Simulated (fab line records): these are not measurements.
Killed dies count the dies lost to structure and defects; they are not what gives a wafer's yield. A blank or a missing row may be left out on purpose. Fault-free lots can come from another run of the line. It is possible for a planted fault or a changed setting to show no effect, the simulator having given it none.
fab line records	flow sky130
[record] lots = 6	wafers = 18	last-day = 50
route steps=708 shown SONOS_ONO@171 PAD_OPEN@708
lots untouched by any fault: they come from a run of this same line in which no faults occurred
start-h: hours from the record's first day to the start of the lot's first wafer shown	wait-h: hours elapsed since this lot's preceding step	" identical to the entry in the row above	L1.1+2: several wafers, shown together as one row	- either no value or no given start	* or withheld: withheld	< > ~ a bound
route shown NAME@n: names a module that has steps shown in the file, with the first one's number in the route	usual: the fault-free wafers' mean and standard deviation	same: alike in all rows	chamber/n: place in a boat	sites: per-site readings	_std_site: their standard deviation	_edge_site: the outer-site mean with the inner-site mean subtracted	radius-mm: for every site, how far away it sits from the centre of the wafer	mask NAME#n: copy n	behind: the last tool/chamber to shape the wafer	hold: reason for holding the lot/hours on hold/outcome of the hold	device: the transistor (n, p or np) that didn't switch	end of line: tests run on the same wafers once the route is complete	where a step has no rows: the recipe by itself	killed: at the first sort, the dies lost to defects and structure; wafer yield is something else	map: dies across one wafer; x = killed, . = not, _ = none there
set.NAME: the setting as run; set.NAME@STEP: as run at that earlier step	model.NAME: the simulator's own value behind a step, which no gauge read
lots seen at some steps along the route; tables by step, rows by wafer
services: a tool's chamber out of use, with start hour (start-h, from the record's first day; less than 0 if before it), hours out, and reason
[[steps]]
[step SKY_SONOS_ONO_THK_MEAS_03]
[recipe] reads = Si3N4_of_SONOS_ONO_CVD_02
[usual] SONOS_ONO_CVD_02_THK = 10.46/0.15
lot.wafer	tool	chamber	start-h	wait-h	SONOS_ONO_CVD_02_THK[nm]
L815.1	film-metro-02	-	308.70	0.0	10.39
L815.2	"	-	"	"	10.41
L815.5	"	-	"	"	10.60
L817.4	film-metro-02	-	324.56	0.0	10.63
L817.5	"	-	"	"	10.48
L817.6	"	-	"	"	10.49
L819.1	film-metro-03	-	339.86	0.0	10.54
L819.2	"	-	"	"	10.51
L819.4	"	-	"	"	10.44
L825.3	film-metro-02	-	400.98	0.0	10.69
L825.4	"	-	"	"	10.76
L825.6	"	-	"	"	10.70
L827.1	film-metro-03	-	411.07	0.0	10.43
L827.3	"	-	"	"	10.46
L827.4	"	-	"	"	10.49
L829.1	film-metro-03	-	422.63	0.0	10.51
L829.2	"	-	"	"	10.35
L829.5	"	-	"	"	10.44
[step SKY_SONOS_ONO_CVD_04]
[recipe] material = SiO2	precursor = SiH4/N2O	target-thk-nm = 5.7199	temp-c = 900	pressure-mtorr = 400
[step SKY_SONOS_ONO_THK_MEAS_05]
[recipe] reads = SiO2_of_SONOS_ONO_CVD_04
[usual] SONOS_ONO_CVD_04_THK = 5.66/0.11
lot.wafer	tool	chamber	start-h	wait-h	SONOS_ONO_CVD_04_THK[nm]
L815.1	film-metro-02	-	317.12	0.0	5.55
L815.2	"	-	"	"	5.51
L815.5	"	-	"	"	5.62
L817.4	film-metro-03	-	325.87	0.0	5.65
L817.5	"	-	"	"	5.66
L817.6	"	-	"	"	5.69
L819.1	film-metro-02	-	341.17	0.0	5.70
L819.2	"	-	"	"	5.79
L819.4	"	-	"	"	5.69
L825.3	film-metro-03	-	402.29	0.0	5.63
L825.4	"	-	"	"	5.74
L825.6	"	-	"	"	5.74
L827.1	film-metro-03	-	413.01	0.0	5.71
L827.3	"	-	"	"	5.74
L827.4	"	-	"	"	5.73
L829.1	film-metro-04	-	424.56	0.0	5.67
L829.2	"	-	"	"	5.74
L829.5	"	-	"	"	5.86
[step SKY_SONOS_ONO_DEHYDRATE_06]
[recipe] temp-c = 200	time-s = 60
[step SKY_SONOS_ONO_HMDS_07]
[recipe] prime-time-s = 60	prime-temp-c = 120
[step SKY_SONOS_ONO_COAT_08]
[recipe] resist = NOVOLAK	spin-rpm = 3000	resist-thk-nm = 1140
[step SKY_SONOS_ONO_SOFTBAKE_09]
[recipe] temp-c = 90	time-s = 60	resist = NOVOLAK
[step SKY_SONOS_ONO_EXPOSE_10]
[recipe] mask-id = ONOM	target-cd-nm = 410	na = 0.6	source-shape = conventional	sigma-outer = 0.6	dose-mj = 150
[step SKY_SONOS_ONO_PEB_11]
[recipe] temp-c = withheld	time-s = *	resist = NOVOLAK
[step SKY_SONOS_ONO_DEVELOP_12]
[recipe] develop-time-s = 60	dev-temp-c = 23
[step SKY_SONOS_ONO_CD_MEAS_13]
[recipe] target-cd-nm = 410
[usual] cd-nm = 409.8/2.4
lot.wafer	tool	chamber	start-h	wait-h	cd-nm
L815.1	cd-sem-02	-	343.16	0.2	408.9
L815.2	"	-	"	"	409.3
L815.5	"	-	"	"	410.8
L817.4	cd-sem-02	-	353.11	2.0	406.1
L817.5	"	-	"	"	409.7
L817.6	"	-	"	"	403.9
L819.1	cd-sem-02	-	367.92	0.2	408.2
L819.2	"	-	"	"	407.4
L819.4	"	-	"	"	409.9
L825.3	cd-sem-02	-	432.19	0.1	407.1
L825.4	"	-	"	"	408.1
L825.6	"	-	"	"	406.5
L827.1	cd-sem-02	-	443.60	0.1	410.4
L827.3	"	-	"	"	408.0
L827.4	"	-	"	"	408.8
L829.1	cd-sem-02	-	455.45	0.1	408.4
L829.2	"	-	"	"	406.4
L829.5	"	-	"	"	407.4
[step SKY_SONOS_ONO_OVL_MEAS_14]
[usual] SONOS_ONO_OVL = -1.0/1.3
lot.wafer	tool	chamber	start-h	wait-h	SONOS_ONO_OVL[nm]
L815.1	overlay-02	-	343.28	0.1	-1.2
L815.2	"	-	"	"	-0.6
L815.5	"	-	"	"	-1.0
L817.4	overlay-01	-	353.19	0.1	0.2
L817.5	"	-	"	"	-2.6
L817.6	"	-	"	"	-1.0
L819.1	overlay-02	-	368.04	0.1	-2.7
L819.2	"	-	"	"	-1.5
L819.4	"	-	"	"	-1.4
L825.3	overlay-02	-	432.28	0.1	-2.9
L825.4	"	-	"	"	-1.3
L825.6	"	-	"	"	-1.5
L827.1	overlay-01	-	443.72	0.1	-3.1
L827.3	"	-	"	"	-0.8
L827.4	"	-	"	"	-3.7
L829.1	overlay-02	-	455.57	0.1	-2.6
L829.2	"	-	"	"	0.6
L829.5	"	-	"	"	-1.2
[step SKY_SONOS_ONO_ETCH_15]
[recipe] target-depth-nm = 19.52	chemistry = CHF3/O2	source-w = 600	bias-w = 200	pressure-mtorr = 40	chf3-flow-sccm = 50	O2_flow_sccm = 5	time-s = 7.8
[usual] chf3-flow-sccm = 50.00/0.15	drypump-motor-current-A = 5.4/0.32	oes-product-au = 0.997/0.0098	throttle-valve-pct = 8.825/0.0092
lot.wafer	tool	chamber	start-h	wait-h	chf3-flow-sccm	drypump-motor-current-A	oes-product-au	rf-hours-counter-h	throttle-valve-pct	model.SONOS_ONO.feature-depth-nm	model.etch.depth-nm
L815.1	rie-diel-02	2	343.32	0.0	50.00	5.2	1.001	4	8.817	19.52	19.52
L815.2	"	0	"	"	50.08	5.1	0.998	66	8.817	19.55	19.55
L815.5	"	3	"	"	49.77	5.8	0.984	-	8.814	19.16	19.16
L817.4	rie-diel-02	2	353.21	0.0	50.01	5.2	0.990	4	8.849	18.48	18.48
L817.5	"	3	"	"	49.87	5.8	0.980	-	8.802	18.33	18.33
L817.6	"	2	"	"	49.99	5.3	0.985	-	8.829	18.57	18.57
L819.1	rie-diel-02	2	368.08	0.0	49.89	5.2	1.002	5	8.819	18.8	18.8
L819.2	"	3	"	"	50.00	5.8	0.977	5	8.837	18.55	18.55
L819.4	"	0	"	"	50.01	5.1	1.005	67	8.828	18.93	18.93
L825.3	rie-diel-03	0	432.31	0.0	49.93	5.4	1.016	3	8.823	19.92	19.92
L825.4	"	0	"	"	50.21	5.5	1.011	-	8.827	19.93	19.93
L825.6	"	3	"	"	49.89	5.0	1.008	-	8.814	19.62	19.62
L827.1	rie-diel-01	1	443.76	0.0	50.15	5.8	0.999	1	8.801	19.43	19.43
L827.3	"	3	"	"	49.93	5.5	0.995	36	8.820	19.42	19.42
L827.4	"	2	"	"	49.79	4.9	1.007	6	8.843	20.11	20.11
L829.1	rie-diel-01	2	455.61	0.0	49.83	4.9	1.015	6	8.845	19.99	19.99
L829.2	"	3	"	"	50.07	5.5	1.004	36	8.832	19.6	19.6
L829.5	"	2	"	"	49.54	4.9	1.018	-	8.827	19.9	19.9
[step SKY_SONOS_ONO_WET_ETCH_16]
[recipe] chemistry = dHF	target-depth-nm = 14	dry = n2-spin	target = SiO2	dilution = 100:1	temp-c = 25	time-s = 280
[step SKY_PAD_OPEN_PROBE_99]
[usual] killed_at_M0_to_M3 = 44/6.4	killed_at_M4_up = 3.0/1.8	killed-at-contacts = 24/5	killed-at-front-end = 16/4.3	killed-at-other = 0.4/0.76	killed-dies = 88/8.6	killed-open = 47/7.2	killed-short = 40/5.5
[same] gross-dies = 492	killed-at-back-side = 0
lot.wafer	tool	chamber	start-h	wait-h	killed_at_M0_to_M3	killed_at_M4_up	killed-at-contacts	killed-at-front-end	killed-at-other	killed-dies	killed-open	killed-short
L815.1	prober-02	-	1119.43	0.1	44	7	20	16	1	88	41	46
L815.2	prober-02	-	1119.48	0.1	51	5	25	16	0	97	52	45
L815.5	prober-02	-	1119.63	0.2	33	3	19	23	1	79	42	37
L825.3	prober-01	-	1181.66	0.2	36	4	20	14	0	74	38	35
L825.4	prober-01	-	1181.71	0.2	40	2	24	17	0	83	47	36
L825.6	prober-01	-	1181.81	0.2	50	4	31	14	0	99	60	38
// killed by level:class
L815.1 VIA2:geometric-particle:open=9 LI_CONTACT:geometric-particle:open=7 VIA1:geometric-particle:open=7 VIA1:geometric-particle:short=6 METAL4:geometric-particle:short=6 METAL1:geometric-particle:short=6 CONTACT:geometric-particle:open=6 FIELD_ISO:geometric-particle:short=5
L815.2 CONTACT:geometric-particle:open=12 VIA1:geometric-particle:open=8 VIA2:geometric-particle:open=8 METAL3:geometric-particle:short=7 METAL2:geometric-particle:short=7 VIA2:geometric-particle:short=7 LI_CONTACT:geometric-particle:open=6 VIA3:geometric-particle:open=4
L815.5 CONTACT:geometric-particle:open=11 POLY_GATE:geometric-particle:open=6 VIA3:geometric-particle:open=6 FIELD_ISO:geometric-particle:short=5 VIA1:geometric-particle:open=5 FIELD_ISO:geometric-particle:open=4 METAL3:geometric-particle:short=4 VIA3:geometric-particle:short=4
L825.3 LI_CONTACT:geometric-particle:short=7 VIA3:geometric-particle:open=7 VIA1:geometric-particle:open=6 POLY_GATE:geometric-particle:open=5 LI_CONTACT:geometric-particle:open=5 VIA2:geometric-particle:open=5 VIA3:geometric-particle:short=5 POLY_GATE:geometric-particle:short=4
L825.4 LI_CONTACT:geometric-particle:open=9 METAL2:geometric-particle:short=8 VIA2:geometric-particle:open=8 VIA1:geometric-particle:open=7 CONTACT:geometric-particle:open=6 POLY_GATE:geometric-particle:open=5 POLY_GATE:geometric-particle:short=5 VIA3:geometric-particle:open=5
L825.6 VIA2:geometric-particle:open=15 CONTACT:geometric-particle:open=14 VIA1:geometric-particle:open=9 LI_CONTACT:geometric-particle:open=7 LOCAL_INTERCONNECT:geometric-particle:short=7 VIA3:geometric-particle:open=4 METAL2:geometric-particle:short=4 VIA3:geometric-particle:short=4
[[services]]
tool	chamber	start-h	hours	kind
rie-diel-03	1	323.46	2.1	repair
rie-diel-01	1	343.65	-	clean
rie-diel-01	1	343.65	15.5	scheduled-down
rie-diel-01	1	343.65	15.5	vent-cycle
rie-diel-02	-	346.84	0.1	repair
rie-diel-01	-	362.14	42.8	repair
rie-diel-01	3	377.85	6.9	repair
rie-diel-03	2	388.27	30.1	repair
rie-diel-03	1	418.35	-	clean
rie-diel-03	1	418.35	16.9	scheduled-down
rie-diel-03	1	418.35	16.9	vent-cycle
rie-diel-02	1	425.63	4.2	repair
rie-diel-02	3	452.45	7.0	repair
[[key]]
first-sign none at tools or gauges
[model-effect] step = SKY_SONOS_ONO_ETCH_15	value = SONOS_ONO.feature-depth-nm	without = 19.24	struck = 18.61
met-at SKY_SONOS_ONO_ETCH_15
struck-wafers L817.4,L817.5,L817.6,L819.1,L819.2,L819.4
tester-left-out L817,L819
onset-between 343.32 353.21
[fault] kind = process-parameter-drift	tool = rie-diel-02	chamber = -	onset-h = 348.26	steps = SKY_SONOS_ONO_ETCH_15	channel = time-s	offset = *	shape = step	end-h = 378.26	acts-in = *	stated = *
// tester-left-out: of these lots the tester's yield and bins aren't shown, on N5 and GAA mostly nor the transistor test; their killed dies are dies lost to structure and defects alone, not to doping, threshold or leakage, so they don't give the yield
